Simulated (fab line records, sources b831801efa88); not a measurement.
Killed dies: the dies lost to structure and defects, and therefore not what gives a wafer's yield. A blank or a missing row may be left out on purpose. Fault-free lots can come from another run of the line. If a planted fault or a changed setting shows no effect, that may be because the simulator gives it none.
Matching of chambers :: flow sky130 :: rie_diel-03 running SKY_POLY_GATE_ETCH_16: 4 sister chambers
The step etches Si3N4 in CH3F/O2, stops on poly-Si, time 147.5 s, target depth 75 nm. 8 wafers are shown with their chamber, then 6 later ones without.

WAFERS WITH THEIR CHAMBER
wafer: L281.2
chamber: 2
drypump_motor_current_A (A): 6.4
run_length_s (s): 175.9

wafer: L281.4
chamber: 3
drypump_motor_current_A (A): 5.9
run_length_s (s): 175.2

wafer: L282.6
chamber: 2
drypump_motor_current_A (A): 6.3
run_length_s (s): 175.6

wafer: L290.2
chamber: 1
drypump_motor_current_A (A): 6.2
run_length_s (s): 176.0

wafer: L290.5
chamber: 0
drypump_motor_current_A (A): 5.3
run_length_s (s): 176.7

wafer: L292.2
chamber: 0
drypump_motor_current_A (A): 5.3
run_length_s (s): 176.2

wafer: L292.4
chamber: 1
drypump_motor_current_A (A): 6.2
run_length_s (s): 175.7

wafer: L292.6
chamber: 3
drypump_motor_current_A (A): 5.9
run_length_s (s): 175.2

WAFERS WITHOUT THEIR CHAMBER
wafer: L293.2
drypump_motor_current_A (A): 5.3
run_length_s (s): 176.2

wafer: L293.3
drypump_motor_current_A (A): 6.1
run_length_s (s): 176.1

wafer: L293.5
drypump_motor_current_A (A): 5.9
run_length_s (s): 176.0

wafer: L294.1
drypump_motor_current_A (A): 5.3
run_length_s (s): 176.4

wafer: L294.3
drypump_motor_current_A (A): 6.4
run_length_s (s): 175.5

wafer: L294.4
drypump_motor_current_A (A): 6.2
run_length_s (s): 175.8

CHAMBER TAKEN BY EACH
wafer: L293.2
from the rows above: 0
in truth: 0

wafer: L293.3
from the rows above: 1
in truth: 1

wafer: L293.5
from the rows above: 3
in truth: 3

wafer: L294.1
from the rows above: 0
in truth: 0

wafer: L294.3
from the rows above: 2
in truth: 2

wafer: L294.4
from the rows above: 1
in truth: 1
6 of 6 placed correctly. Left unplaced by these rows: 0. Wrongly placed: 0.
How it was worked out, from the rows above alone: a wafer's distance from a chamber is the root of the sum, over the readings, of the square of ((its reading less the chamber's mean) divided by the reading's scatter). The wafer belongs to the nearest chamber; if the next one is less than 2 further off, it can't be placed. Each chamber's mean is taken over the wafers shown for it. How the scatter is found: for the shown wafers, subtract from each reading the mean of its chamber, square and add these, divide the total by (wafers less chambers), then take the root.
